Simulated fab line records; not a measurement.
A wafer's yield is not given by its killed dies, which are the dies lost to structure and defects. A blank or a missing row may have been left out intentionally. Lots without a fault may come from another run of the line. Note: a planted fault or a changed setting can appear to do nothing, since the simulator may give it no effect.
Chamber matching	flow sky130	SKY_FIELD_ISO_CMP_27 on cmp-01: 4 sister chambers
The step polishes, stops on Si3N4, t overpolish 16.65 s, target thk 457.8 nm. 14 wafers are shown with their chamber, then 7 later ones without.

## WAFERS PAIRED WITH THEIR CHAMBERS
wafer	chamber	motor current A (A)	time to endpoint s (s)	overpolish run s (s)
L523.2	1	10.8	111	16.642
L523.4	0	13.7	112	16.645
L523.6	3	10.4	111	16.658
L524.1	2	9.9	115	16.644
L524.3	0	13.4	109	16.659
L524.5	1	10.7	111	16.658
L525.2	1	9.6	110	16.639
L525.4	2	9.4	116	16.656
L525.5	1	10.5	112	16.643
L531.1	2	9.5	113	16.637
L531.2	3	10.2	110	16.659
L531.4	0	12.8	113	16.635
L538.1	2	9.4	123	16.648
L538.3	0	13.7	115	16.656

SIGNATURES, as means of the wafers listed above
reading	chamber 0	chamber 1	chamber 2	chamber 3	scatter within a chamber
motor current A	13.400	10.400	9.550	10.300	0.404
time to endpoint s	112.25	111.00	116.75	110.50	2.79
overpolish run s	16.64875	16.64550	16.64625	16.65850	0.00876
Rule: a wafer lies at a distance from a chamber equal to the root of the sum of squares, over the readings, of (its reading less the chamber's mean, divided by the reading's scatter). The wafer belongs to the nearest chamber; if the next one is less than 2 further off, it can't be placed. How the scatter is found: for the shown wafers, subtract from each reading the mean of its chamber, square and add these, divide the total by (wafers less chambers), then take the root.

## WAFERS WITH NO CHAMBER GIVEN
wafer	motor current A (A)	time to endpoint s (s)	overpolish run s (s)
L538.5	10.4	117	16.641
L539.3	10.3	112	16.648
L539.5	10.0	116	16.640
L539.6	10.3	109	16.638
L540.1	9.7	118	16.665
L540.2	10.3	114	16.651
L540.3	12.5	108	16.651

## WHICH CHAMBER EACH ONE RAN IN
wafer	from the rows above	in truth
L538.5	can't be placed: 2 or 1 or 3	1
L539.3	can't be placed: 1 or 3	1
L539.5	can't be placed: 2 or 1 or 3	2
L539.6	can't be placed: 1 or 3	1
L540.1	can't be placed: 2 or 3 or 1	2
L540.2	can't be placed: 1 or 3 or 2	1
L540.3	0	0
Placed correctly: 1 of 7. Cannot be placed on the basis of these rows: 6; the candidates contain the true chamber in 6. 0 placed wrongly.
